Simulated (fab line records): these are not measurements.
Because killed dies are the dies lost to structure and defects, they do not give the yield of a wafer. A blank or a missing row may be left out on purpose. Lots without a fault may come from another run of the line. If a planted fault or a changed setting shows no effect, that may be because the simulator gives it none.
Which tool is to blame? || flow gf180mcu || 11 lots with 33 wafers sampled at 5 steps, on a route of 602 steps

## WHAT EACH GAUGE READ, for each wafer
GF_PASSIVATION_THK_MEAS_01.
{"lot": "L988", "measured": "day 27 23:31", "on": "film-metro-01", "PASSIVATION_CVD_00_THK (nm)": "981 978 998"}
{"lot": "L989", "measured": "day 28 07:15", "on": "film-metro-01", "PASSIVATION_CVD_00_THK (nm)": "984 978 986"}
{"lot": "L993", "measured": "day 29 18:27", "on": "film-metro-01", "PASSIVATION_CVD_00_THK (nm)": "969 994 1007"}
{"lot": "L994", "measured": "day 29 21:31", "on": "film-metro-01", "PASSIVATION_CVD_00_THK (nm)": "988 1015 1022"}
{"lot": "L997", "measured": "day 30 22:31", "on": "film-metro-04", "PASSIVATION_CVD_00_THK (nm)": "879 1031 867"}
{"lot": "L999", "measured": "day 31 11:15", "on": "film-metro-02", "PASSIVATION_CVD_00_THK (nm)": "976 994 866"}
{"lot": "L100", "measured": "day 31 21:52", "on": "film-metro-02", "PASSIVATION_CVD_00_THK (nm)": "977 993 993"}
{"lot": "L107", "measured": "day 33 10:07", "on": "film-metro-01", "PASSIVATION_CVD_00_THK (nm)": "988 997 1007"}
{"lot": "L108", "measured": "day 33 16:21", "on": "film-metro-01", "PASSIVATION_CVD_00_THK (nm)": "991 995 999"}
{"lot": "L110", "measured": "day 34 05:35", "on": "film-metro-02", "PASSIVATION_CVD_00_THK (nm)": "997 994 1020"}
{"lot": "L111", "measured": "day 34 11:00", "on": "film-metro-01", "PASSIVATION_CVD_00_THK (nm)": "1009 997 1023"}

## TOOL THAT RAN EACH LOT (tool first, then ch and the chambers of the sampled wafers, then the start)
{"lot": "L988", "GF_V5_ETCH_17": "rie-diel-04 ch 1,2,3, day 27 01:23 or earlier", "GF_V5_SPUTTER_21": "pvd-sputter-01, day 27 01:23", "GF_TOP_METAL_SPUTTER_04": "pvd-sputter-02, day 27 02:16", "GF_PASSIVATION_CVD_00": "pecvd-04 ch 1,2, day 27 23:23"}
{"lot": "L989", "GF_V5_ETCH_17": "rie-diel-01 ch 0,2,3, day 27 09:36 or earlier", "GF_V5_SPUTTER_21": "pvd-sputter-01, day 27 09:36", "GF_TOP_METAL_SPUTTER_04": "pvd-sputter-04, day 27 10:29", "GF_PASSIVATION_CVD_00": "pecvd-04 ch 0,1, day 28 07:10"}
{"lot": "L993", "GF_V5_ETCH_17": "rie-diel-01 ch 0,1, day 28 21:36 or earlier", "GF_V5_SPUTTER_21": "pvd-sputter-03, day 28 21:36", "GF_TOP_METAL_SPUTTER_04": "pvd-sputter-02, day 28 22:29", "GF_PASSIVATION_CVD_00": "pecvd-02 ch 1,2, day 29 18:22"}
{"lot": "L994", "GF_V5_ETCH_17": "rie-diel-04 ch 0,2,3, day 29 00:36 or earlier", "GF_V5_SPUTTER_21": "pvd-sputter-03, day 29 00:36", "GF_TOP_METAL_SPUTTER_04": "pvd-sputter-01, day 29 01:29", "GF_PASSIVATION_CVD_00": "pecvd-03 ch 1,2, day 29 21:25"}
{"lot": "L997", "GF_V5_ETCH_17": "rie-diel-01 ch 2,3, day 30 02:05 or earlier", "GF_V5_SPUTTER_21": "pvd-sputter-01, day 30 02:05", "GF_TOP_METAL_SPUTTER_04": "pvd-sputter-04, day 30 02:58", "GF_PASSIVATION_CVD_00": "pecvd-03 ch 0,1, day 30 22:25"}
{"lot": "L999", "GF_V5_ETCH_17": "rie-diel-02 ch 1,2,3, day 30 15:57 or earlier", "GF_V5_SPUTTER_21": "pvd-sputter-03, day 30 15:57", "GF_TOP_METAL_SPUTTER_04": "pvd-sputter-04, day 30 16:50", "GF_PASSIVATION_CVD_00": "pecvd-03 ch 0,1, day 31 11:10"}
{"lot": "L100", "GF_V5_ETCH_17": "rie-diel-01 ch 1,2,3, day 31 01:51 or earlier", "GF_V5_SPUTTER_21": "pvd-sputter-01, day 31 01:51", "GF_TOP_METAL_SPUTTER_04": "pvd-sputter-02, day 31 02:52", "GF_PASSIVATION_CVD_00": "pecvd-04 ch 0,1, day 31 21:46"}
{"lot": "L107", "GF_V5_ETCH_17": "rie-diel-02 ch 1,3, day 32 16:45 or earlier", "GF_V5_SPUTTER_21": "pvd-sputter-03, day 32 16:45", "GF_TOP_METAL_SPUTTER_04": "pvd-sputter-04, day 32 17:38", "GF_PASSIVATION_CVD_00": "pecvd-04 ch 1,2, day 33 10:02"}
{"lot": "L108", "GF_V5_ETCH_17": "rie-diel-02 ch 1,3, day 32 22:29 or earlier", "GF_V5_SPUTTER_21": "pvd-sputter-01, day 32 22:29", "GF_TOP_METAL_SPUTTER_04": "pvd-sputter-02, day 32 23:22", "GF_PASSIVATION_CVD_00": "pecvd-04 ch 0,1,2, day 33 16:16"}
{"lot": "L110", "GF_V5_ETCH_17": "rie-diel-04 ch 0,1,3, day 33 12:08 or earlier", "GF_V5_SPUTTER_21": "pvd-sputter-01, day 33 12:08", "GF_TOP_METAL_SPUTTER_04": "pvd-sputter-04, day 33 13:14", "GF_PASSIVATION_CVD_00": "pecvd-03 ch 0,1, day 34 05:30"}
{"lot": "L111", "GF_V5_ETCH_17": "rie-diel-01 ch 0,1, day 33 17:56 or earlier", "GF_V5_SPUTTER_21": "pvd-sputter-01, day 33 17:56", "GF_TOP_METAL_SPUTTER_04": "pvd-sputter-01, day 33 18:50", "GF_PASSIVATION_CVD_00": "pecvd-03 ch 0,1,2, day 34 10:55"}
- GF_V5_ETCH_17: etches SiO2 in C4F8/O2/Ar, stops on TiN, target depth 855 nm.
- GF_V5_SPUTTER_21: material Ti, target thk 15 nm, time 80.02 s.
- GF_TOP_METAL_SPUTTER_04: material TiN, target thk 25 nm, time 20.8 s.
- GF_PASSIVATION_CVD_00: deposits SiO2 from TEOS, target thk 1000 nm, time 111.95 s.

## WHAT THE TOOLS THEMSELVES READ (means of the sampled wafers that have a number; where no wafer has one, the mark that the record gives instead)
GF_V5_ETCH_17.
{"lot": "L988", "tool": "rie-diel-04", "oes-product-au (a.u.)": 0.861}
{"lot": "L989", "tool": "rie-diel-01", "oes-product-au (a.u.)": 0.860}
{"lot": "L993", "tool": "rie-diel-01", "oes-product-au (a.u.)": 0.857}
{"lot": "L994", "tool": "rie-diel-04", "oes-product-au (a.u.)": 0.860}
{"lot": "L997", "tool": "rie-diel-01", "oes-product-au (a.u.)": 0.858}
{"lot": "L999", "tool": "rie-diel-02", "oes-product-au (a.u.)": 0.863}
{"lot": "L100", "tool": "rie-diel-01", "oes-product-au (a.u.)": 0.861}
{"lot": "L107", "tool": "rie-diel-02", "oes-product-au (a.u.)": 0.860}
{"lot": "L108", "tool": "rie-diel-02", "oes-product-au (a.u.)": 0.858}
{"lot": "L110", "tool": "rie-diel-04", "oes-product-au (a.u.)": 0.858}
{"lot": "L111", "tool": "rie-diel-01", "oes-product-au (a.u.)": 0.858}

GF_V5_SPUTTER_21.
{"lot": "L988", "tool": "pvd-sputter-01", "cathode-dc-power-W (W)": 2499.8, "throttle-valve-pct (%)": 30.3}
{"lot": "L989", "tool": "pvd-sputter-01", "cathode-dc-power-W (W)": 2500.0, "throttle-valve-pct (%)": 29.8}
{"lot": "L993", "tool": "pvd-sputter-03", "cathode-dc-power-W (W)": 2499.8, "throttle-valve-pct (%)": 30.5}
{"lot": "L994", "tool": "pvd-sputter-03", "cathode-dc-power-W (W)": 2499.9, "throttle-valve-pct (%)": 30.5}
{"lot": "L997", "tool": "pvd-sputter-01", "cathode-dc-power-W (W)": 2499.9, "throttle-valve-pct (%)": 30.2}
{"lot": "L999", "tool": "pvd-sputter-03", "cathode-dc-power-W (W)": 2499.5, "throttle-valve-pct (%)": 30.8}
{"lot": "L100", "tool": "pvd-sputter-01", "cathode-dc-power-W (W)": 2500.1, "throttle-valve-pct (%)": 30.9}
{"lot": "L107", "tool": "pvd-sputter-03", "cathode-dc-power-W (W)": 2500.1, "throttle-valve-pct (%)": 31.2}
{"lot": "L108", "tool": "pvd-sputter-01", "cathode-dc-power-W (W)": 2500.0, "throttle-valve-pct (%)": 29.9}
{"lot": "L110", "tool": "pvd-sputter-01", "cathode-dc-power-W (W)": 2499.6, "throttle-valve-pct (%)": 29.2}
{"lot": "L111", "tool": "pvd-sputter-01", "cathode-dc-power-W (W)": 2500.3, "throttle-valve-pct (%)": 30.4}

GF_TOP_METAL_SPUTTER_04.
{"lot": "L988", "tool": "pvd-sputter-02", "cathode-dc-power-W (W)": 6500.0, "throttle-valve-pct (%)": 30.3}
{"lot": "L989", "tool": "pvd-sputter-04", "cathode-dc-power-W (W)": 6500.3, "throttle-valve-pct (%)": 28.8}
{"lot": "L993", "tool": "pvd-sputter-02", "cathode-dc-power-W (W)": 6500.4, "throttle-valve-pct (%)": 29.2}
{"lot": "L994", "tool": "pvd-sputter-01", "cathode-dc-power-W (W)": 6500.6, "throttle-valve-pct (%)": 29.8}
{"lot": "L997", "tool": "pvd-sputter-04", "cathode-dc-power-W (W)": 6500.2, "throttle-valve-pct (%)": 28.9}
{"lot": "L999", "tool": "pvd-sputter-04", "cathode-dc-power-W (W)": 6500.1, "throttle-valve-pct (%)": 30.2}
{"lot": "L100", "tool": "pvd-sputter-02", "cathode-dc-power-W (W)": 6500.3, "throttle-valve-pct (%)": 29.6}
{"lot": "L107", "tool": "pvd-sputter-04", "cathode-dc-power-W (W)": 6500.2, "throttle-valve-pct (%)": 29.3}
{"lot": "L108", "tool": "pvd-sputter-02", "cathode-dc-power-W (W)": 6499.9, "throttle-valve-pct (%)": 30.0}
{"lot": "L110", "tool": "pvd-sputter-04", "cathode-dc-power-W (W)": 6500.1, "throttle-valve-pct (%)": 28.4}
{"lot": "L111", "tool": "pvd-sputter-01", "cathode-dc-power-W (W)": 6501.1, "throttle-valve-pct (%)": 30.4}

GF_PASSIVATION_CVD_00.
{"lot": "L988", "tool": "pecvd-04", "heater-power-w (W)": 705, "run-length-s (s)": 139.8}
{"lot": "L989", "tool": "pecvd-04", "heater-power-w (W)": 645, "run-length-s (s)": 139.8}
{"lot": "L993", "tool": "pecvd-02", "heater-power-w (W)": 714, "run-length-s (s)": 139.6}
{"lot": "L994", "tool": "pecvd-03", "heater-power-w (W)": 635, "run-length-s (s)": 140.1}
{"lot": "L997", "tool": "pecvd-03", "heater-power-w (W)": 540, "run-length-s (s)": 129.0}
{"lot": "L999", "tool": "pecvd-03", "heater-power-w (W)": 549, "run-length-s (s)": 134.6}
{"lot": "L100", "tool": "pecvd-04", "heater-power-w (W)": 588, "run-length-s (s)": 139.8}
{"lot": "L107", "tool": "pecvd-04", "heater-power-w (W)": 708, "run-length-s (s)": 140.5}
{"lot": "L108", "tool": "pecvd-04", "heater-power-w (W)": 664, "run-length-s (s)": 139.9}
{"lot": "L110", "tool": "pecvd-03", "heater-power-w (W)": 577, "run-length-s (s)": 139.9}
{"lot": "L111", "tool": "pecvd-03", "heater-power-w (W)": 582, "run-length-s (s)": 139.9}

## THE ANSWER, worked out from the rows above alone
Rule: the lots themselves supply what counts as usual. The widest of any qualifying gaps counts: lots, ordered by their means at a reading, are off when they make up no more than a third of the lots, leave a main group of 4 or more, and stand apart from it by 3 or more times the standard deviation of that group's means. A main group whose means are all the same, to the digits that the tables above print for the reading, isn't used. A lot without any number at a reading at which 4 lots or more have one is off too. Where the step has rows for the other lots, those lots are counted as sound. The gauges are gone through in route order, then the tools' own readings, and for those a lot's mean is taken as printed above. The first step at which some lot is off is used, and at that step the reading that is off furthest; a lot without a number counts as furthest.
Off: L997, L999, seen at GF_PASSIVATION_THK_MEAS_01 (PASSIVATION_CVD_00_THK). Main group: mean 996 nm, sd 9.4.
If a tool, at a process step before that reading, ran all the lots that are off and no sound lot after the first of them, it fits. The gauges at GF_PASSIVATION_THK_MEAS_01 aren't tried: what is off there is off at GF_PASSIVATION_CVD_00 too, on other tools, and a gauge's error can't cause that. GF_V5_ETCH_17 gives no start for some lots, so the hours and the order of its lots are those of GF_V5_SPUTTER_21. Of those tried, none fits.

## WHAT HAD BEEN PUT IN BY THE SIMULATOR
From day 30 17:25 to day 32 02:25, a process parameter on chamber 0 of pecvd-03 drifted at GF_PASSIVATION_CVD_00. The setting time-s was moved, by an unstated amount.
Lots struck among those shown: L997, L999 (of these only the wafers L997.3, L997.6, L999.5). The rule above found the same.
